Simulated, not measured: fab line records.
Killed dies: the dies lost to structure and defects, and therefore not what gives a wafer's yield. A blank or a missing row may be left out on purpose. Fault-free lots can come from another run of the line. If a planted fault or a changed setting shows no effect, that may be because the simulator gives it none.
The same fault as seen by 2 desks -- flow sky130 -- each desk has only its own numbers; what lay behind them comes last

## DESK OF THE TOOL OWNER: rie diel-03
The tool's own readings at SKY_PAD_OPEN_ETCH_07 (etches the open film in CF4/O2, stops on AlCu, target depth 725 nm, time 161.1 s): means of the sampled wafers that have a number, for each lot that ran on this tool. The brackets show how far a lot's mean lies from the usual mean; more than 4 standard deviations puts the lot out of limits, marked OUT.
Columns: A = chamber pressure mTorr at SKY_PAD_OPEN_ETCH_07, usual 150.01 mTorr; B = drypump motor current A at SKY_PAD_OPEN_ETCH_07, usual 5.9 A; C = oes product au at SKY_PAD_OPEN_ETCH_07, usual 0.978 a.u.; D = throttle valve pct at SKY_PAD_OPEN_ETCH_07, usual 5.965 %
lot,first seen here,A,B,C,D
L450,day 47 22:34,149.98,5.9,0.973,5.965
L453,day 48 11:34,150.03,5.9,0.972,5.965
L461,day 50 12:25,150.01,5.6,0.891 (-14) OUT,5.938
L464,day 51 02:31,150.09,5.6,0.889 (-14) OUT,5.941
L466,day 51 10:19,150.07,5.6,0.919 (-9.3) OUT,5.951
Finding of this desk: L461, L464, L466 out of limits; the first was L461 at day 50 12:25, on oes product au at SKY_PAD_OPEN_ETCH_07. Within limits: L450, L453.

## METROLOGY DESK
What the gauges read, lot by lot, whatever tool the lot ran on: means of the sampled wafers that have a number. The brackets show how far a lot's mean lies from the usual mean; more than 4 standard deviations puts the lot out of limits, marked OUT.
Columns: A = cd nm at SKY_LOCAL_INTERCONNECT_CD_MEAS_11, usual 169.5 nm
lot,first seen here,A
L445,day 31 10:43,169.2
L447,day 31 23:10,169.3
L448,day 32 06:11,170.6
L449,day 32 15:53,170.6
L450,day 32 20:22,169.8
L452,day 33 15:07,170.0
L453,day 33 16:14,167.0
L461,day 36 10:01,166.7
L464,day 37 08:16,170.8
L466,day 37 18:56,167.3
L467,day 38 00:27,168.1
L468,day 38 10:49,171.0
Finding of this desk: none of the 12 lots has anything out of limits.

## BROUGHT TOGETHER
The tool owner's desk had the chance to raise an alarm at day 50 12:25 on L461, L464, L466.
The metrology desk saw nothing out of limits.
The metrology desk holds a record of L461, L464, L466, inside its limits.
SKY_PAD_OPEN_ETCH_07 was run on rie diel-03 by each of the lots named.

## WHAT HAD BEEN PUT IN BY THE SIMULATOR
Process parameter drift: rie diel-03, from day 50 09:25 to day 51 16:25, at SKY_PAD_OPEN_ETCH_07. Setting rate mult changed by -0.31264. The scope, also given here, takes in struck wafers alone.
Lots struck among those shown: L461, L464, L466.
How many hours passed from the start of the fault until each desk's first out-of-limits reading: the tool owner's desk, 3.
